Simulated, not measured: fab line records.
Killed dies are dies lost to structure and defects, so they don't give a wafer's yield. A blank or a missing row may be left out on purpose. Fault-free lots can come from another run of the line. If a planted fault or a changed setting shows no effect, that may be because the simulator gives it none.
A struck lot beside a sound one + flow gf180mcu + 16 out of 602 route steps
Sound: wafers L257.2, L257.4, L257.5. Struck: wafer L270.3 (left out: L270.2, a lot-mate that was not struck); the cause follows at the end.
For every step that has rows: the tool of each side, followed by ch and its chambers, followed by its first start. Under that, the readings that differ: sound wafers + struck wafers + difference of the means + sigmas: that difference in standard deviations of wafers without a fault.
alike: a reading whose means differ by less than 2 such deviations, as well as words and numbers matching on both sides. not compared: withheld readings; readings where some wafer has no value; bounds like >300 that might hide an equal value; numbers whose values overlap and for which the record gives no deviation.
The two part at a step that has a row with sigmas, a row that says differs or no value, or rows on one side only. Numbers that don't overlap but have no deviation are shown without sigmas and don't part them. A reading that every wafer of one side lacks parts them only if that side has two wafers or more.

GF_POLY_GATE_ETCH_13: etches poly-Si in HBr/Cl2, stops on SiO2, target depth 198.5 nm, time 69.6 s.
  sound on rie_si-01 ch 0,1, day 9 19:47; struck on rie_si-01 ch 1, day 13 21:11
  alike: drypump_motor_current_A, oes_product_au, throttle_valve_pct
  not compared: rf_hours_counter_h
GF_POLY_GATE_STRIP_14: strips in O2/N2.
  sound on plasma_asher-04 ch 0,1, day 9 19:50; struck on plasma_asher-04 ch 0, day 13 21:14
  alike: drypump_motor_current_A, heater_power_w, o2_flow_sccm, oes_product_au
  not compared: rf_hours_counter_h
then, 2 steps without rows for these wafers: GF_POLY_GATE_CLEAN_15 (cleans in SC1/SC2, time 150 s); GF_POLY_GATE_OXIDATION_16 (stabilise 600 s, purge 300 s, target thk 4 nm).
GF_POLY_GATE_THK_MEAS_17:
  sound on film_metro-02, day 9 21:15; struck on film_metro-02, day 13 22:38
  alike: POLY_GATE_OXIDATION_THK
GF_POLY_GATE_CD_MEAS_18:
  sound on cd_sem-02, day 9 21:20; struck on cd_sem-01, day 13 22:43
  alike: cd_nm
then, 6 steps without rows for these wafers: GF_HV_LDD_DEHYDRATE_00 (time 60 s); GF_HV_LDD_HMDS_01 (prime time 60 s); GF_HV_LDD_COAT_02 (resist thk 1000 nm); GF_HV_LDD_SOFTBAKE_03 (time 60 s); GF_HV_LDD_EXPOSE_04 (exposes mask Nplus LV AREA, target cd 400 nm); GF_HV_LDD_PEB_05.
GF_HV_LDD_DEVELOP_06: develop time 60 s.
  sound on litho_track-01 ch 0, day 10 15:24; struck on litho_track-01 ch 0, day 14 19:20
GF_HV_LDD_CD_MEAS_07: the cd target is 400 nm.
  sound on cd_sem-02, day 10 15:32; struck on cd_sem-01, day 14 19:29
| reading    | sound             | struck | difference | sigmas |
|------------|-------------------|--------|------------|--------|
| cd_nm (nm) | 400.8 402.4 397.0 | 409.9  | +9.8       | +5     |
GF_HV_LDD_OVL_MEAS_08:
  sound on overlay-02, day 10 15:39; struck on overlay-02, day 14 19:35
  alike: HV_LDD_OVL
then, 1 step without rows for these wafers: GF_PASSIVATION_PROBE_99.

== WHERE THEY PART ==
Only at GF_HV_LDD_CD_MEAS_07, as far as this record shows. Later steps at which nothing parts them and some readings are alike: GF_HV_LDD_OVL_MEAS_08.

WHY: whatever the simulator had introduced
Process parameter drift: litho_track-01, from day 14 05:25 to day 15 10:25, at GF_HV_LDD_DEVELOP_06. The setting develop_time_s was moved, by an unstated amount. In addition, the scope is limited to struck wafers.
